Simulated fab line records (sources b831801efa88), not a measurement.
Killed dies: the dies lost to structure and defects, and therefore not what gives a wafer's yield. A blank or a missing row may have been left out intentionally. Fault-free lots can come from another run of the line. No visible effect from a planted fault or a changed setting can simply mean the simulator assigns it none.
Which tool did it? | flow sky130 | 11 lots, 33 wafers sampled, at 5 steps of a route of 708

## WHAT THE GAUGES SHOWED, per wafer
The record holds no reading of a measuring or inspecting step that can be judged against a usual standard deviation.

## TOOL THAT RAN EACH LOT (tool first, then ch and the chambers of the sampled wafers, then the start)
lot  | SKY_POLY_CUT_STRIP_12                | SKY_SD_N_RTA_14                  | SKY_LI_CONTACT_COAT_06            | SKY_LI_CONTACT_ETCH_14             | SKY_LI_CONTACT_CMP_24
L747 | plasma-asher-04 ch 0, day 24 11:26   | rtp-anneal-01 ch 0, day 28 06:13 | litho-track-01 ch 0, day 28 21:31 | rie-diel-02 ch 0,2, day 29 11:45   | cmp-02 ch 0,2,3, day 29 12:43
L751 | plasma-asher-01 ch 0,1, day 26 04:26 | rtp-anneal-01 ch 0, day 29 19:39 | litho-track-02 ch 0, day 30 10:34 | rie-diel-02 ch 0,1, day 31 00:51   | cmp-02 ch 0,1,3, day 31 01:46
L753 | plasma-asher-03 ch 0,1, day 27 04:56 | rtp-anneal-01 ch 0, day 30 20:38 | litho-track-01 ch 0, day 31 10:38 | rie-diel-02 ch 0,2,3, day 32 01:41 | cmp-01 ch 0,2, day 32 02:35
L755 | plasma-asher-01 ch 0,1, day 28 09:41 | rtp-anneal-01 ch 0, day 32 00:14 | litho-track-01 ch 0, day 32 14:47 | rie-diel-01 ch 0,1,3, day 33 05:12 | cmp-01 ch 0,1,3, day 33 06:05
L758 | plasma-asher-03 ch 0,1, day 29 04:01 | rtp-anneal-01 ch 0, day 32 16:09 | litho-track-01 ch 0, day 33 06:23 | rie-diel-02 ch 0,1,2, day 33 20:09 | cmp-02 ch 0,3, day 33 21:01
L760 | plasma-asher-01 ch 0,1, day 29 13:53 | rtp-anneal-02 ch 0, day 33 03:02 | litho-track-01 ch 0, day 33 17:25 | rie-diel-04 ch 0,1,2, day 34 06:51 | cmp-01 ch 0,1,2, day 34 07:50
L761 | plasma-asher-01 ch 0, day 29 18:07   | rtp-anneal-01 ch 0, day 33 05:25 | litho-track-03 ch 0, day 33 19:25 | rie-diel-04 ch 0,3, day 34 09:39   | cmp-01 ch 2,3, day 34 10:35
L763 | plasma-asher-03 ch 0,1, day 30 05:23 | rtp-anneal-01 ch 0, day 33 17:33 | litho-track-02 ch 0, day 34 08:01 | rie-diel-01 ch 2,3, day 34 21:51   | cmp-01 ch 1,2,3, day 34 22:59
L766 | plasma-asher-01 ch 0,1, day 31 05:01 | rtp-anneal-02 ch 0, day 34 14:53 | litho-track-03 ch 0, day 35 04:57 | rie-diel-01 ch 1,2, day 35 18:48   | cmp-02 ch 2,3, day 35 19:43
L769 | plasma-asher-03 ch 0,1, day 32 05:14 | rtp-anneal-01 ch 0, day 35 19:16 | litho-track-03 ch 0, day 36 08:51 | rie-diel-01 ch 0,1, day 36 22:51   | cmp-02 ch 2,3, day 36 23:45
L770 | plasma-asher-01 ch 0,1, day 32 09:56 | rtp-anneal-02 ch 0, day 35 19:32 | litho-track-02 ch 0, day 36 09:12 | rie-diel-02 ch 1,2, day 36 23:08   | cmp-02 ch 2,3, day 37 00:03
- SKY_POLY_CUT_STRIP_12: strips in O2/N2.
- SKY_SD_N_RTA_14: time 2 s.
- SKY_LI_CONTACT_COAT_06: resist thk 60 nm.
- SKY_LI_CONTACT_ETCH_14: etches BARC in N2/H2, stops on SiO2, time 45.9 s, target depth 60 nm.
- SKY_LI_CONTACT_CMP_24: polishes, stops on PSG, t overpolish 20 s, target thk 0 nm.

## WHAT THE TOOLS THEMSELVES READ (means of the sampled wafers that have a number; where no wafer has one, the mark that the record gives instead)
SKY_POLY_CUT_STRIP_12.
lot  | tool            | drypump-motor-current-A (A) | oes-product-au (a.u.) | strip-time-to-endpoint-s (s)
L747 | plasma-asher-04 | 6.1                         | 0.453                 | 5.384
L751 | plasma-asher-01 | 5.8                         | 0.453                 | 5.363
L753 | plasma-asher-03 | 6.0                         | 0.453                 | 5.347
L755 | plasma-asher-01 | 5.8                         | 0.448                 | 5.368
L758 | plasma-asher-03 | 5.9                         | 0.456                 | 5.371
L760 | plasma-asher-01 | 5.6                         | 0.449                 | 5.349
L761 | plasma-asher-01 | 6.0                         | 0.452                 | 5.344
L763 | plasma-asher-03 | 6.0                         | 0.455                 | 5.368
L766 | plasma-asher-01 | 5.8                         | 0.451                 | 5.356
L769 | plasma-asher-03 | 6.0                         | 0.451                 | 5.344
L770 | plasma-asher-01 | 5.8                         | 0.450                 | 5.358

SKY_SD_N_RTA_14.
lot  | tool          | lamp-power-pct (%) | wafer_temp_C_max
L747 | rtp-anneal-01 | 15.70              | 1078.0
L751 | rtp-anneal-01 | 15.77              | 1078.3
L753 | rtp-anneal-01 | 15.73              | 1078.2
L755 | rtp-anneal-01 | 15.72              | 1078.2
L758 | rtp-anneal-01 | 15.73              | 1078.7
L760 | rtp-anneal-02 | 15.76              | 1077.0
L761 | rtp-anneal-01 | 15.70              | 1077.4
L763 | rtp-anneal-01 | 15.68              | 1077.4
L766 | rtp-anneal-02 | 15.71              | 1077.3
L769 | rtp-anneal-01 | 15.77              | 1078.1
L770 | rtp-anneal-02 | 15.72              | 1078.7

SKY_LI_CONTACT_ETCH_14.
lot  | tool        | drypump-motor-current-A (A) | h2-flow-sccm (sccm) | oes-product-au (a.u.) | throttle-valve-pct (%)
L747 | rie-diel-02 | 5.1                         | 200.0               | 0.856                 | 13.224
L751 | rie-diel-02 | 5.8                         | 200.6               | 0.855                 | 13.233
L753 | rie-diel-02 | 5.2                         | 200.5               | 0.860                 | 13.218
L755 | rie-diel-01 | 5.8                         | 199.8               | 0.856                 | 13.230
L758 | rie-diel-02 | 5.4                         | 199.7               | 0.898                 | 13.230
L760 | rie-diel-04 | 5.7                         | 199.8               | 0.893                 | 13.228
L761 | rie-diel-04 | 5.4                         | 199.6               | 0.857                 | 13.229
L763 | rie-diel-01 | 5.3                         | 200.0               | 0.854                 | 13.229
L766 | rie-diel-01 | 5.9                         | 199.7               | 0.857                 | 13.234
L769 | rie-diel-01 | 6.2                         | 200.5               | 0.853                 | 13.225
L770 | rie-diel-02 | 5.8                         | 199.5               | 0.851                 | 13.220

SKY_LI_CONTACT_CMP_24.
lot  | tool   | edge-zone-pressure-frac | motor-current-A (A) | overpolish-run-s (s) | retaining-ring-pressure-frac | time-to-endpoint-s (s)
L747 | cmp-02 | 1.000                   | 10.5                | 19.995               | 0.997                        | 99
L751 | cmp-02 | 1.001                   | 11.1                | 20.017               | 1.001                        | 100
L753 | cmp-01 | 1.002                   | 12.1                | 19.993               | 1.001                        | 93
L755 | cmp-01 | 1.001                   | 10.9                | 19.997               | 1.001                        | 93
L758 | cmp-02 | 0.997                   | 9.9                 | 20.000               | 1.005                        | 98
L760 | cmp-01 | 1.002                   | 11.5                | 20.006               | 0.996                        | 94
L761 | cmp-01 | 1.002                   | 11.6                | 19.998               | 1.001                        | 89
L763 | cmp-01 | 0.999                   | 10.9                | 20.000               | 0.998                        | 91
L766 | cmp-02 | 0.996                   | 10.6                | 20.003               | 1.004                        | 92
L769 | cmp-02 | 1.004                   | 10.5                | 20.004               | 1.000                        | 90
L770 | cmp-02 | 1.002                   | 10.3                | 19.996               | 0.999                        | 92

## THE ANSWER, worked out from the rows above alone
Rule: the usual values come from the lots themselves. Put in order of their means at a reading, lots are off if they are a third of the lots or fewer, leave a main group of 4 or more, and stand apart from it by a gap of 3 or more times the standard deviation of the main group's means; of several such gaps the widest counts. Not used: any main group whose means are identical at the precision the tables above print for the reading. A lot without any number at a reading at which 4 lots or more have one is off too. All remaining lots with rows at the step are treated as sound. After the gauges, taken in route order, come the tools' own readings; for these a lot's mean is taken, as printed above. At the first step where some lot is off, the reading lying furthest off is the one used; lots without a number count as furthest.
Off: L758, L760 (SKY_LI_CONTACT_ETCH_14, oes-product-au). The main group: mean 0.855 a.u., standard deviation 0.0025.
If a tool, at that step or one of the process steps before it, ran each lot that is off and ran no sound lot following the first of them, it fits. One candidate fits, namely litho-track-01 at SKY_LI_CONTACT_COAT_06. A fault onset in the window from L755 (day 32 14:47, its last sound lot) to L758 (day 33 06:23, its first lot off) fits.

## WHAT THE SIMULATOR HAD PUT IN
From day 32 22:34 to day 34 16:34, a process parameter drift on litho-track-01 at SKY_LI_CONTACT_COAT_06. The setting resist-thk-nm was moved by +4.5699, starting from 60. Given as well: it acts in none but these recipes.
Struck lots among those shown: L758, L760. The rule above reached the same finding.
